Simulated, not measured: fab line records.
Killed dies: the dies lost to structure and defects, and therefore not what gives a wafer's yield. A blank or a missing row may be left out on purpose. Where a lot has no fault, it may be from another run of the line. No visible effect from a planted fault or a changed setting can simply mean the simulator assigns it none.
Comparing a struck lot with a sound one + flow sky130 + 14 out of 708 route steps
Sound: these wafers, L539.1, L539.4, L539.6. The struck wafers were L536.1, L536.2, L536.3. At the end, the cause is stated.
Per side, at each step with rows, come the tool, then ch with its chambers, and then its first start. Under that, the readings that differ: sound wafers + struck wafers + difference of the means + sigmas: that difference in standard deviations of wafers without a fault.
alike: words and numbers the same on both sides, and readings whose means are apart by under 2 such deviations; not compared: readings that were withheld, readings missing a value for some wafer, numbers with overlapping values and no deviation given by the record, and bounds like >300 which may hide the same value.
Wherever a step has rows on one side only, a row that says differs or no value, or a row with sigmas, the two part there. When numbers do not overlap yet have no deviation, they are printed without sigmas and do not part them. A reading missing from all wafers of one side parts the sides only when that side holds two or more wafers.

first, 3 steps without rows for these wafers: SKY_METAL1_EXPOSE_12 (exposes mask MM1, target cd 140 nm); SKY_METAL1_PEB_13; SKY_METAL1_DEVELOP_14 (develop time 60 s).
SKY_METAL1_CD_MEAS_15 targets a cd of 140 nm.
  struck on cd_sem-02, day 37 18:56; sound on cd_sem-01, day 38 11:14
  alike: cd_nm
SKY_METAL1_OVL_MEAS_16:
  struck on overlay-02, day 37 19:04; sound on overlay-02, day 38 11:22
  alike: METAL1_OVL
SKY_METAL1_DESCUM_17: chemistry O2, time 8 s.
  sound on rie_metal-01 ch 0, day 38 11:23; struck on rie_metal-02 ch 0,1, day 37 19:05
  alike: drypump_motor_current_A, oes_product_au
  not compared: rf_hours_counter_h
SKY_METAL1_ETCH_18: etches BARC in N2/H2, stops on SiO2, time 45.9 s, target depth 60 nm.
  sound on rie_metal-01 ch 0, day 38 11:25; struck on rie_metal-02 ch 0,1, day 37 19:07
  alike: drypump_motor_current_A, oes_product_au, throttle_valve_pct
  not compared: rf_hours_counter_h
SKY_METAL1_METAL_ETCH_19: etches the open film in Cl2/BCl3, stops on SiO2, target depth 360 nm, time 78 s.
  sound on rie_metal-01 ch 0, day 38 11:29; struck on rie_metal-02 ch 0,1, day 37 19:11
  alike: drypump_motor_current_A, oes_product_au, throttle_valve_pct
  not compared: rf_hours_counter_h
SKY_METAL1_STRIP_20: strips in O2/N2.
  sound on plasma_asher-03 ch 1, day 38 11:35; struck on plasma_asher-03 ch 0,1, day 37 19:17
  alike: drypump_motor_current_A, oes_product_au, strip_time_to_endpoint_s
  not compared: rf_hours_counter_h
then, 3 steps without rows for these wafers: SKY_METAL1_STRIP_21 (strips in post etch residue remover, time 1200 s); SKY_METAL1_CLEAN_22 (cleans in IPA, time 180 s); SKY_METAL1_CLEAN_23 (cleans in O3/DIW).
SKY_VIA1_HDPCVD_00: deposits SiO2, target thk 1030 nm, time 171.7 s.
  sound on hdpcvd-01 ch 0,1,2, day 38 12:14; struck on hdpcvd-02 ch 0,1,2, day 37 19:56
  no value came back on the struck wafers for pressure_mtorr (mTorr), run_length_s (s), susceptor_temp_C (C); on the sound wafers pressure_mtorr (mTorr) reads 6.026 5.999 6.015
SKY_PAD_OPEN_PROBE_99:
  the record holds rows for the sound wafers here (prober-01, day 50 01:04) but none for the struck ones

## WHERE THEY PART
First at SKY_VIA1_HDPCVD_00; last, within this record, at SKY_PAD_OPEN_PROBE_99.

WHY: the cause the simulator had injected
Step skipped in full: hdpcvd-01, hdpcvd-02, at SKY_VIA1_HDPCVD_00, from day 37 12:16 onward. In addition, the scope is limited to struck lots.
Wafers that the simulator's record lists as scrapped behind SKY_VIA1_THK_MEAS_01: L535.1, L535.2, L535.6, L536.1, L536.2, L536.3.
